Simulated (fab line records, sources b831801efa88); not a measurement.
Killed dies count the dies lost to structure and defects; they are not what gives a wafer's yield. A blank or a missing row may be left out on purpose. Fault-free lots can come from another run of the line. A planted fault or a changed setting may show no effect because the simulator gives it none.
8D (eight disciplines) problem report, filled in by code || flow sky130 || the parts of the form that need people (team, actions taken, sign-off) are left out

## 1. THE ISSUE
At SKY_LOCAL_INTERCONNECT_STRIP_15, chamber_pressure_mTorr averages 1200.3 mTorr over 6 wafers from 2 lots, while fault-free wafers read 1500.0 mTorr, standard deviation 1.3. That is -99 or more standard deviations from the usual mean.
The step: strips in O2/N2.
First seen on wafer L669.4, day 33 15:52, on plasma_asher-03. The record holds 39 wafers of 13 lots with a number at this step. Rule for "out" (also "out of limits"): further than 4 standard deviations from the usual mean. The other wafers with a number count as sound.

## 2. WHAT IT IS AND WHAT IT IS NOT
{"question": "which readings at this step", "is": "chamber_pressure_mTorr, strip_time_to_endpoint_s", "is not": "drypump_motor_current_A, n2_flow_sccm"}
{"question": "which lots", "is": "L669, L671", "is not": "L661, L664, L667, L668, L670, L673, L679, L681, L682, L683, L684"}
{"question": "which wafers of those lots", "is": "all that have a number", "is not": "-"}
{"question": "read on which tools", "is": "plasma_asher-03", "is not": "plasma_asher-02, plasma_asher-04"}
{"question": "when", "is": "from day 33 15:52", "is not": "up to then (15 sound wafers); but 18 sound wafers of L673, L679, L681, L682, L683, L684 came after"}

## 3. WHAT RULES OUT EACH SUSPECT
Counting: any tool at a process step up to the reading is kept as a suspect provided that every lot that is out went through it and no sound lot did after the first of them.
- plasma_asher-03 at SKY_LOCAL_INTERCONNECT_STRIP_15 (strips in O2/N2): ruled out as a lasting fault. The sound lots L681, L683 went through it after L669, its earliest lot that is out (day 33 15:52).
Left after counting: nothing in the record.

## 4. THE CAUSE (what the simulator had put in)
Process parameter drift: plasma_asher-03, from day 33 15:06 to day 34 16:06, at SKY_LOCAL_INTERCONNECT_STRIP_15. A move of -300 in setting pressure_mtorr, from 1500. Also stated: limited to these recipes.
Counting ruled it out, wrongly.

## 5. SEQUENCE OF EFFECTS, ordered by route
One row per reading whose mean, taken over the struck wafers that have a number, lies over 3 standard deviations from the usual. Only readings for which the record gives a usual standard deviation are gone through. hours: the time from each lot's start at the first step in this table that gives one to its start at this step, as a median over the lots. sigmas: the change in usual standard deviations.
{"hours": 0, "step": "SKY_LOCAL_INTERCONNECT_STRIP_15", "reading": "chamber_pressure_mTorr", "usual": "1500.0 mTorr", "on struck wafers": 1200.3, "change": -299.7, "sigmas": "-99 or more"}
{"hours": 0, "step": "SKY_LOCAL_INTERCONNECT_STRIP_15", "reading": "strip_time_to_endpoint_s", "usual": "4.702 s", "on struck wafers": 5.027, "change": "+0.325", "sigmas": "+17"}
Process steps it contains:
- SKY_LOCAL_INTERCONNECT_STRIP_15: strips in O2/N2.
Later measuring or inspecting steps at which every struck wafer that the step has a row for has a number for every such reading, and none has moved that far: SKY_CONTACT_THK_MEAS_01.

## 6. WHAT WOULD HAVE CAUGHT IT SOONER
In this record the first reading out of limits was taken at day 33 15:52, 1 hour after the fault began at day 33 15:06.
